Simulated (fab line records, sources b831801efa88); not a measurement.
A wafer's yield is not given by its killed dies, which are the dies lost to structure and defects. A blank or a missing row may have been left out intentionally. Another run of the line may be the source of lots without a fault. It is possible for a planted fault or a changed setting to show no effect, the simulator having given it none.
fab line records    flow gf180mcu
record: lots: 24  wafers: 72  lastDay: 34
route steps=602 shown V1@337 M2@363 V2@396 V4@492
lots untouched by any fault: they come from a run of this same line in which no faults occurred
startH: the number of hours between the record's first day and the start of the first shown wafer of the lot    waitH: time in hours since the lot's previous step    " same as the row above    L1.1+2: one row covering several wafers at once    - value missing, or start not given    * or withheld: withheld    < > ~ a bound
route shown NAME@n: NAME is a module with steps in the file, n the number in the route of the first one    usual: mean/standard deviation of fault-free wafers    same: alike in all rows    chamber/n: place in a boat    sites: per-site readings    _std_site: how widely they spread, as a standard deviation    _edge_site: inner sites' mean taken away from outer sites' mean    radiusMm: for every site, how far away it sits from the centre of the wafer    mask NAME#n: copy n    behind: the tool/chamber that last shaped the wafer    hold: why the lot went on hold/how many hours it stayed there/how the hold came to an end    device: transistor that didn't switch, given as n, p or np    end of line: tests run on the same wafers once the route is complete    a step given without rows: its recipe and nothing more    killed: not the wafer's yield, but the dies lost to structure and defects at the first sort    map: a wafer's dies, x killed, . not, _ none there
set.NAME: the setting the step ran with; set.NAME@STEP: the setting that earlier step ran with    model.NAME: the simulator's own value behind a step, which no gauge read
route steps across a sampled set of lots; one table per step, one row per wafer
services: the hour from which a tool's chamber was out of use, counted from the record's first day as startH (under 0 if before that day), plus the number of hours and why
== steps ==
step: GF_V1_CVD_02
recipe: material: SiO2  targetThkNm: 850  precursor: TEOS  tempC: 400  timeS: 94.851  rfW: 608.2
usual: heaterPowerOuterW: 411/100  heaterPowerW: 703/130
lot.wafer  tool      chamber  startH  waitH  heaterPowerOuterW  heaterPowerW
L074.1     pecvd-04  1        383.91  0.1    450                801
L074.2     "         2        "       "      482                807
L074.6     "         0        "       "      260                557
L075.3     pecvd-03  1        391.67  0.0    652                1020
L075.5     "         0        "       "      350                644
L075.6     "         1        "       "      515                859
L076.2     pecvd-02  1        399.26  0.0    362                656
L076.3     "         0        "       "      536                759
L076.5     "         1        "       "      268                535
L077.3     pecvd-02  0        412.07  0.0    487                690
L077.4     "         1        "       "      275                521
L077.5     "         0        "       "      526                761
L078.1     pecvd-02  1        419.70  0.1    378                668
L078.3     "         2        "       "      492                822
L078.6     "         0        "       "      543                744
L079.1     pecvd-04  0        433.04  0.1    332                660
L079.3     "         2        "       "      467                777
L079.4     "         1        "       "      398                702
L080.1     pecvd-03  2        440.91  0.1    343                598
L080.2     "         1        "       "      587                968
L080.3     "         0        "       "      324                606
L081.1     pecvd-02  0        453.62  0.1    469                662
L081.4     "         0        "       "      515                749
L081.6     "         2        "       "      488                826
L083.1     pecvd-02  2        464.28  0.1    445                752
L083.5     "         2        "       "      512                837
L083.6     "         1        "       "      265                534
L082.2     pecvd-02  2        469.73  0.0    470                780
L082.5     "         1        "       "      315                588
L082.6     "         2        "       "      375                670
L084.1     pecvd-04  2        488.59  0.1    463                771
L084.5     "         1        "       "      410                747
L084.6     "         2        "       "      469                786
L085.1     pecvd-04  0        499.58  0.1    351                669
L085.2     "         1        "       "      360                664
L085.4     "         2        "       "      368                624
L086.3     pecvd-02  1        502.88  0.0    339                612
L086.5     "         2        "       "      473                781
L086.6     "         1        "       "      361                648
L087.1     pecvd-04  0        510.67  0.1    339                665
L087.3     "         1        "       "      429                767
L087.4     "         1        "       "      461                789
L088.1     pecvd-04  2        519.35  0.1    411                694
L088.2     "         0        "       "      340                662
L088.3     "         1        "       "      458                762
L089.2     pecvd-03  0        531.37  0.0    283                568
L089.3     "         1        "       "      653                1049
L089.5     "         0        "       "      328                612
L090.2     pecvd-03  0        535.67  0.0    289                561
L090.3     "         2        "       "      344                616
L090.5     "         1        "       "      631                1004
L091.2     pecvd-04  0        536.42  0.0    341                683
L091.4     "         0        "       "      365                710
L091.5     "         1        "       "      341                642
L092.2     pecvd-03  0        546.90  0.0    341                641
L092.3     "         1        "       "      599                937
L092.6     "         2        "       "      353                591
L093.1     pecvd-02  2        548.89  0.1    491                813
L093.3     "         0        "       "      563                802
L093.4     "         2        "       "      381                663
L094.1     pecvd-03  1        566.64  0.1    595                994
L094.4     "         1        "       "      617                1030
L094.5     "         0        "       "      290                565
L095.1     pecvd-02  1        567.27  0.1    383                680
L095.4     "         2        "       "      497                816
L095.6     "         1        "       "      278                514
L096.2     pecvd-04  1        572.36  0.0    446                797
L096.4     "         1        "       "      339                613
L096.5     "         0        "       "      317                629
L097.2     pecvd-03  2        581.21  0.0    339                575
L097.4     "         2        "       "      358                581
L097.5     "         0        "       "      249                511
step: GF_M2_SPUTTER_01
recipe: material: TiN  targetThkNm: 30  powerW: 6500  timeS: 25  chamberPressurePa: 0.4
usual: throttleValvePct: 30.3/1.1
lot.wafer  tool           chamber  startH  waitH  throttleValvePct
L074.1     pvdSputter-01  -        409.12  0.1    31.6
L074.2     "              -        "       "      29.0
L074.6     "              -        "       "      29.0
L075.3     pvdSputter-01  -        417.39  0.1    29.5
L075.5     "              -        "       "      31.3
L075.6     "              -        "       "      29.2
L076.2     pvdSputter-01  -        424.94  0.1    29.7
L076.3     "              -        "       "      28.9
L076.5     "              -        "       "      29.6
L077.3     pvdSputter-02  -        437.41  0.1    31.1
L077.4     "              -        "       "      31.0
L077.5     "              -        "       "      29.7
L078.1     pvdSputter-02  -        446.02  0.1    31.6
L078.3     "              -        "       "      29.3
L078.6     "              -        "       "      31.1
L079.1     pvdSputter-02  -        459.59  0.1    31.9
L079.3     "              -        "       "      31.1
L079.4     "              -        "       "      29.1
L080.1     pvdSputter-04  -        467.76  0.1    30.3
L080.2     "              -        "       "      30.9
L080.3     "              -        "       "      28.4
L081.1     pvdSputter-02  -        480.00  0.1    31.2
L081.4     "              -        "       "      31.6
L081.6     "              -        "       "      29.6
L083.1     pvdSputter-01  -        490.85  0.1    29.5
L083.5     "              -        "       "      29.0
L083.6     "              -        "       "      31.2
L082.2     pvdSputter-04  -        496.65  0.1    30.4
L082.5     "              -        "       "      31.3
L082.6     "              -        "       "      28.7
L084.1     pvdSputter-04  -        514.40  0.1    28.4
L084.5     "              -        "       "      30.8
L084.6     "              -        "       "      29.3
L085.1     pvdSputter-02  -        524.94  0.1    30.8
L085.2     "              -        "       "      31.0
L085.4     "              -        "       "      31.7
L086.3     pvdSputter-04  -        528.30  0.1    28.4
L086.5     "              -        "       "      28.7
L086.6     "              -        "       "      31.2
L087.1     pvdSputter-02  -        536.13  0.1    31.5
L087.3     "              -        "       "      31.3
L087.4     "              -        "       "      29.1
L088.1     pvdSputter-02  -        544.56  0.1    29.2
L088.2     "              -        "       "      31.2
L088.3     "              -        "       "      31.7
L089.2     pvdSputter-04  -        555.72  0.1    30.1
L089.3     "              -        "       "      30.9
L089.5     "              -        "       "      28.6
L090.2     pvdSputter-02  -        559.62  0.1    31.3
L090.3     "              -        "       "      31.6
L090.5     "              -        "       "      31.0
L091.2     pvdSputter-01  -        561.22  0.1    31.6
L091.4     "              -        "       "      29.2
L091.5     "              -        "       "      29.2
L092.2     pvdSputter-02  -        571.05  0.1    31.0
L092.3     "              -        "       "      29.4
L092.6     "              -        "       "      31.2
L093.1     pvdSputter-02  -        573.49  0.1    31.0
L093.3     "              -        "       "      31.5
L093.4     "              -        "       "      29.3
L094.1     pvdSputter-04  -        590.20  0.1    29.5
L094.4     "              -        "       "      28.4
L094.5     "              -        "       "      29.5
L095.1     pvdSputter-02  -        591.18  0.1    31.1
L095.4     "              -        "       "      31.2
L095.6     "              -        "       "      31.2
L096.2     pvdSputter-04  -        596.72  0.1    28.5
L096.4     "              -        "       "      28.4
L096.5     "              -        "       "      31.1
L097.2     pvdSputter-04  -        605.17  0.1    28.3
L097.4     "              -        "       "      30.9
L097.5     "              -        "       "      28.5
step: GF_M2_OVL_MEAS_15
usual: M2_OVL: -3/5
lot.wafer  tool        chamber  startH  waitH  M2_OVL[nm]
L074.1     overlay-02  -        433.40  0.1    -2
L074.2     "           -        "       "      -9
L074.6     "           -        "       "      3
L075.3     overlay-01  -        442.01  0.1    -12
L075.5     "           -        "       "      -11
L075.6     "           -        "       "      -7
L076.2     overlay-01  -        448.96  0.1    -1
L076.3     "           -        "       "      0
L076.5     "           -        "       "      -3
L077.3     overlay-02  -        461.81  0.1    4
L077.4     "           -        "       "      -2
L077.5     "           -        "       "      3
L078.1     overlay-02  -        470.80  0.1    -7
L078.3     "           -        "       "      -4
L078.6     "           -        "       "      -7
L079.1     overlay-01  -        483.40  0.1    -1
L079.3     "           -        "       "      0
L079.4     "           -        "       "      9
L080.1     overlay-01  -        492.15  0.1    -4
L080.2     "           -        "       "      -2
L080.3     "           -        "       "      0
L081.1     overlay-01  -        504.10  0.1    -6
L081.4     "           -        "       "      -1
L081.6     "           -        "       "      2
L083.1     overlay-01  -        514.35  0.1    -5
L083.5     "           -        "       "      1
L083.6     "           -        "       "      -3
L082.2     overlay-02  -        519.59  0.1    -2
L082.5     "           -        "       "      0
L082.6     "           -        "       "      3
L084.1     overlay-01  -        537.75  0.1    -16
L084.5     "           -        "       "      -7
L084.6     "           -        "       "      -11
L085.1     overlay-02  -        547.55  0.1    0
L085.2     "           -        "       "      -8
L085.4     "           -        "       "      -6
L086.3     overlay-01  -        551.16  0.1    -8
L086.5     "           -        "       "      -5
L086.6     "           -        "       "      -6
L087.1     overlay-02  -        558.78  0.1    -9
L087.3     "           -        "       "      -11
L087.4     "           -        "       "      -12
L088.1     overlay-01  -        566.80  0.1    2
L088.2     "           -        "       "      8
L088.3     "           -        "       "      2
L089.2     overlay-02  -        577.46  0.1    0
L089.3     "           -        "       "      0
L089.5     "           -        "       "      -5
L090.2     overlay-02  -        582.69  0.1    -6
L090.3     "           -        "       "      -3
L090.5     "           -        "       "      -1
L091.2     overlay-01  -        583.51  0.1    -7
L091.4     "           -        "       "      0
L091.5     "           -        "       "      -7
L092.2     overlay-01  -        593.11  0.1    2
L092.3     "           -        "       "      -1
L092.6     "           -        "       "      -5
L093.1     overlay-01  -        595.58  0.1    5
L093.3     "           -        "       "      5
L093.4     "           -        "       "      2
L094.1     overlay-01  -        610.65  0.1    -6
L094.4     "           -        "       "      -10
L094.5     "           -        "       "      -5
L095.1     overlay-02  -        611.80  0.1    -6
L095.4     "           -        "       "      0
L095.6     "           -        "       "      -10
L096.2     overlay-02  -        617.51  0.1    -7
L096.4     "           -        "       "      -4
L096.5     "           -        "       "      -5
L097.2     overlay-02  -        626.21  0.1    -4
L097.4     "           -        "       "      -1
L097.5     "           -        "       "      1
step: GF_V2_CD_MEAS_14
recipe: targetCdNm: 260
usual: cdNm: 259.9/1.1
lot.wafer  tool      chamber  startH  waitH  cdNm
L074.1     cdSem-01  -        459.23  0.1    258.3
L074.2     "         -        "       "      258.5
L074.6     "         -        "       "      258.0
L075.3     cdSem-01  -        467.82  0.1    260.8
L075.5     "         -        "       "      260.3
L075.6     "         -        "       "      259.2
L076.2     cdSem-01  -        474.43  0.1    259.5
L076.3     "         -        "       "      258.9
L076.5     "         -        "       "      259.4
L077.3     cdSem-02  -        486.90  0.1    258.6
L077.4     "         -        "       "      258.5
L077.5     "         -        "       "      258.9
L078.1     cdSem-01  -        496.38  0.1    260.5
L078.3     "         -        "       "      260.4
L078.6     "         -        "       "      260.8
L079.1     cdSem-01  -        507.88  0.1    258.9
L079.3     "         -        "       "      260.2
L079.4     "         -        "       "      258.1
L080.1     cdSem-02  -        518.03  0.1    257.4
L080.2     "         -        "       "      259.1
L080.3     "         -        "       "      258.6
L081.1     cdSem-02  -        529.01  0.1    259.4
L081.4     "         -        "       "      258.1
L081.6     "         -        "       "      259.6
L083.1     cdSem-01  -        538.93  0.1    260.3
L083.5     "         -        "       "      260.8
L083.6     "         -        "       "      260.6
L082.2     cdSem-02  -        543.85  0.1    261.4
L082.5     "         -        "       "      261.4
L082.6     "         -        "       "      261.7
L084.1     cdSem-02  -        562.26  0.1    259.9
L084.5     "         -        "       "      259.3
L084.6     "         -        "       "      258.0
L085.1     cdSem-02  -        571.28  0.1    259.9
L085.2     "         -        "       "      259.9
L085.4     "         -        "       "      258.3
L086.3     cdSem-01  -        573.85  0.1    260.4
L086.5     "         -        "       "      260.2
L086.6     "         -        "       "      259.4
L087.1     cdSem-01  -        582.21  0.1    260.3
L087.3     "         -        "       "      259.8
L087.4     "         -        "       "      259.9
L088.1     cdSem-02  -        589.78  0.1    261.0
L088.2     "         -        "       "      261.4
L088.3     "         -        "       "      261.6
L089.2     cdSem-01  -        600.18  0.1    258.5
L089.3     "         -        "       "      259.4
L089.5     "         -        "       "      259.0
L090.2     cdSem-01  -        604.95  0.1    259.8
L090.3     "         -        "       "      259.4
L090.5     "         -        "       "      260.2
L091.2     cdSem-02  -        606.08  0.1    261.7
L091.4     "         -        "       "      261.5
L091.5     "         -        "       "      261.6
L092.2     cdSem-01  -        614.90  0.1    259.5
L092.3     "         -        "       "      261.9
L092.6     "         -        "       "      260.4
L093.1     cdSem-01  -        617.68  0.1    260.4
L093.3     "         -        "       "      261.0
L093.4     "         -        "       "      260.1
L094.1     cdSem-01  -        632.18  0.1    258.4
L094.4     "         -        "       "      259.3
L094.5     "         -        "       "      258.9
L095.1     cdSem-02  -        633.93  0.1    260.8
L095.4     "         -        "       "      261.5
L095.6     "         -        "       "      261.8
L096.2     cdSem-02  -        639.08  0.1    259.7
L096.4     "         -        "       "      259.0
L096.5     "         -        "       "      259.0
L097.2     cdSem-01  -        647.35  0.1    260.4
L097.4     "         -        "       "      259.6
L097.5     "         -        "       "      259.8
step: GF_V4_ETCH_16
recipe: chemistry: N2/H2  targetDepthA: withheld  overetchA: withheld  timeS: withheld  target: BARC  ionEnergyEv: 200  sourceW: 500  biasW: 100  pressureMtorr: 30  n2FlowSccm: 100  h2FlowSccm: 200
usual: drypumpMotorCurrentA: 5.7/0.45  oesProductAu: 0.854/0.0051  throttleValvePct: 13.224/0.0093
lot.wafer  tool        chamber  startH  waitH  drypumpMotorCurrentA  oesProductAu  throttleValvePct
L074.1     rieDiel-04  3        559.75  0.0    6.5                   0.849         13.229
L074.2     "           0        "       "      5.0                   0.858         13.216
L074.6     "           1        "       "      6.0                   0.866         13.213
L075.3     rieDiel-03  2        566.57  0.0    5.9                   0.852         13.228
L075.5     "           3        "       "      5.4                   0.860         13.223
L075.6     "           2        "       "      5.9                   0.858         13.207
L076.2     rieDiel-03  2        573.02  0.0    5.9                   0.852         13.238
L076.3     "           0        "       "      6.1                   0.858         13.214
L076.5     "           2        "       "      5.9                   0.856         13.225
L077.3     rieDiel-02  1        585.19  0.0    5.4                   0.856         13.223
L077.4     "           1        "       "      5.4                   0.861         13.229
L077.5     "           3        "       "      5.0                   0.852         13.229
L078.1     rieDiel-04  3        592.74  0.0    6.4                   0.845         13.229
L078.3     "           0        "       "      5.0                   0.850         13.218
L078.6     "           1        "       "      6.0                   0.863         13.231
L079.1     rieDiel-02  0        602.52  0.0    5.3                   0.849         13.227
L079.3     "           3        "       "      5.0                   0.854         13.219
L079.4     "           1        "       "      5.4                   0.851         13.228
L080.1     rieDiel-02  0        611.22  0.0    5.2                   0.850         13.210
L080.2     "           3        "       "      5.0                   0.846         13.237
L080.3     "           2        "       "      6.2                   0.853         13.234
L081.1     rieDiel-03  0        621.24  0.0    6.1                   0.853         13.227
L081.4     "           1        "       "      5.9                   0.852         13.221
L081.6     "           1        "       "      5.9                   0.855         13.237
L083.1     rieDiel-02  1        631.39  0.0    5.4                   0.854         13.222
L083.5     "           2        "       "      6.3                   0.858         13.208
L083.6     "           1        "       "      5.4                   0.852         13.236
L082.2     rieDiel-02  3        636.17  0.0    5.0                   0.848         13.207
L082.5     "           3        "       "      5.0                   0.845         13.207
L082.6     "           2        "       "      6.2                   0.855         13.236
L084.1     rieDiel-02  0        651.54  0.0    5.2                   0.851         13.239
L084.5     "           0        "       "      5.3                   0.852         13.231
L084.6     "           3        "       "      5.0                   0.866         13.221
L085.1     rieDiel-02  3        660.67  0.0    5.0                   0.853         13.235
L085.2     "           0        "       "      5.2                   0.844         13.241
L085.4     "           2        "       "      6.3                   0.857         13.245
L086.3     rieDiel-03  3        661.94  0.0    5.4                   0.850         13.222
L086.5     "           3        "       "      5.5                   0.850         13.218
L086.6     "           0        "       "      6.1                   0.850         13.218
L087.1     rieDiel-02  0        669.89  0.0    5.3                   0.865         13.222
L087.3     "           3        "       "      5.0                   0.865         13.224
L087.4     "           2        "       "      6.3                   0.863         13.232
L088.1     rieDiel-03  3        677.24  0.0    5.4                   0.848         13.214
L088.2     "           1        "       "      5.9                   0.847         13.225
L088.3     "           0        "       "      6.1                   0.849         13.224
L089.2     rieDiel-03  0        685.54  0.0    6.1                   0.847         13.229
L089.3     "           2        "       "      5.9                   0.853         13.210
L089.5     "           3        "       "      5.5                   0.850         13.226
L090.2     rieDiel-03  3        690.07  0.0    5.5                   0.856         13.234
L090.3     "           1        "       "      5.9                   0.860         13.212
L090.5     "           0        "       "      6.1                   0.856         13.212
L091.2     rieDiel-04  1        690.42  0.0    6.0                   0.866         13.217
L091.4     "           3        "       "      6.5                   0.850         13.225
L091.5     "           3        "       "      6.5                   0.854         13.218
L092.2     rieDiel-02  0        699.87  0.0    5.3                   0.858         13.228
L092.3     "           2        "       "      6.3                   0.860         13.226
L092.6     "           2        "       "      6.3                   0.860         13.223
L093.1     rieDiel-03  2        701.94  0.0    5.9                   0.842         13.245
L093.3     "           1        "       "      5.9                   0.854         13.207
L093.4     "           0        "       "      6.1                   0.851         13.214
L094.1     rieDiel-04  1        714.44  0.0    6.0                   0.852         13.219
L094.4     "           3        "       "      6.5                   0.850         13.214
L094.5     "           2        "       "      5.5                   0.856         13.215
L095.1     rieDiel-02  1        716.67  0.0    5.4                   0.847         13.235
L095.4     "           2        "       "      6.3                   0.853         13.223
L095.6     "           3        "       "      5.0                   0.854         13.237
L096.2     rieDiel-04  3        720.89  0.0    6.4                   0.847         13.227
L096.4     "           1        "       "      6.0                   0.850         13.215
L096.5     "           1        "       "      6.0                   0.859         13.210
L097.2     rieDiel-03  1        726.89  0.0    5.9                   0.846         13.225
L097.4     "           0        "       "      6.1                   0.857         13.215
L097.5     "           1        "       "      5.9                   0.851         13.217
step: GF_V4_ETCH_17
recipe: chemistry: C4F8/O2/Ar  maskMaterial: KrF  target: SiO2  stopOn: TiN  sourceW: 1500  biasW: 1200  pressureMtorr: 40  c4f8FlowSccm: withheld  O2_flow_sccm: 6  Ar_flow_sccm: 300  timeS: withheld  targetDepthA: 6300
usual: oesProductAu: 0.856/0.0043
lot.wafer  tool        chamber  startH  waitH  oesProductAu
L074.1     rieDiel-04  3        -       -      0.864
L074.2     "           0        "       "      0.859
L074.6     "           1        "       "      0.856
L075.3     rieDiel-03  2        -       -      0.860
L075.5     "           3        "       "      0.849
L075.6     "           2        "       "      0.846
L076.2     rieDiel-03  2        -       -      0.853
L076.3     "           0        "       "      0.861
L076.5     "           2        "       "      0.855
L077.3     rieDiel-02  1        -       -      0.855
L077.4     "           1        "       "      0.865
L077.5     "           3        "       "      0.855
L078.1     rieDiel-04  3        -       -      0.855
L078.3     "           0        "       "      0.858
L078.6     "           1        "       "      0.857
L079.1     rieDiel-02  0        -       -      0.851
L079.3     "           3        "       "      0.858
L079.4     "           1        "       "      0.855
L080.1     rieDiel-02  0        -       -      0.855
L080.2     "           3        "       "      0.852
L080.3     "           2        "       "      0.861
L081.1     rieDiel-03  0        -       -      0.859
L081.4     "           1        "       "      0.856
L081.6     "           1        "       "      0.857
L083.1     rieDiel-02  1        -       -      0.854
L083.5     "           2        "       "      0.860
L083.6     "           1        "       "      0.865
L082.2     rieDiel-02  3        -       -      0.842
L082.5     "           3        "       "      0.858
L082.6     "           2        "       "      0.855
L084.1     rieDiel-02  0        -       -      0.852
L084.5     "           0        "       "      0.855
L084.6     "           3        "       "      0.863
L085.1     rieDiel-02  3        -       -      0.858
L085.2     "           0        "       "      0.858
L085.4     "           2        "       "      0.863
L086.3     rieDiel-03  3        -       -      0.849
L086.5     "           3        "       "      0.856
L086.6     "           0        "       "      0.857
L087.1     rieDiel-02  0        -       -      0.860
L087.3     "           3        "       "      0.847
L087.4     "           2        "       "      0.852
L088.1     rieDiel-03  3        -       -      0.861
L088.2     "           1        "       "      0.858
L088.3     "           0        "       "      0.860
L089.2     rieDiel-03  0        -       -      0.858
L089.3     "           2        "       "      0.859
L089.5     "           3        "       "      0.858
L090.2     rieDiel-03  3        -       -      0.862
L090.3     "           1        "       "      0.860
L090.5     "           0        "       "      0.859
L091.2     rieDiel-04  1        -       -      0.856
L091.4     "           3        "       "      0.854
L091.5     "           3        "       "      0.859
L092.2     rieDiel-02  0        -       -      0.855
L092.3     "           2        "       "      0.859
L092.6     "           2        "       "      0.858
L093.1     rieDiel-03  2        -       -      0.857
L093.3     "           1        "       "      0.851
L093.4     "           0        "       "      0.853
L094.1     rieDiel-04  1        -       -      0.852
L094.4     "           3        "       "      0.855
L094.5     "           2        "       "      0.855
L095.1     rieDiel-02  1        -       -      0.856
L095.4     "           2        "       "      0.853
L095.6     "           3        "       "      0.853
L096.2     rieDiel-04  3        -       -      0.854
L096.4     "           1        "       "      0.857
L096.5     "           1        "       "      0.854
L097.2     rieDiel-03  1        -       -      0.855
L097.4     "           0        "       "      0.853
L097.5     "           1        "       "      0.853
== services ==
tool           chamber  startH  hours  kind
pvdSputter-02  -        380.80  0.8    repair
rieDiel-03     -        386.72  5.6    repair
rieDiel-03     0        387.51  6.6    repair
rieDiel-02     1        395.65  3.5    repair
pecvd-02       -        396.28  2.8    pm
rieDiel-03     1        406.05  5.9    repair
pvdSputter-02  -        428.46  3.7    repair
rieDiel-02     -        432.50  2.8    pm
rieDiel-02     -        450.96  15.6   pm
pecvd-02       0        456.73  27.0   repair
rieDiel-03     3        471.06  8.6    repair
pvdSputter-02  -        480.82  3.8    repair
rieDiel-03     1        501.32  5.1    repair
pvdSputter-02  -        527.22  1.4    repair
pecvd-02       -        531.48  2.8    repair
pecvd-02       1        535.08  22.9   repair
rieDiel-02     -        535.82  1.2    repair
rieDiel-03     -        544.86  2.8    pm
rieDiel-02     3        561.52  14.8   repair
rieDiel-03     0        562.73  1.8    repair
rieDiel-04     -        656.93  14.6   pm
rieDiel-02     0        715.58  7.3    repair
rieDiel-03     2        717.65  32.0   repair
rieDiel-03     3        721.30  4.1    repair
== key ==
fault none
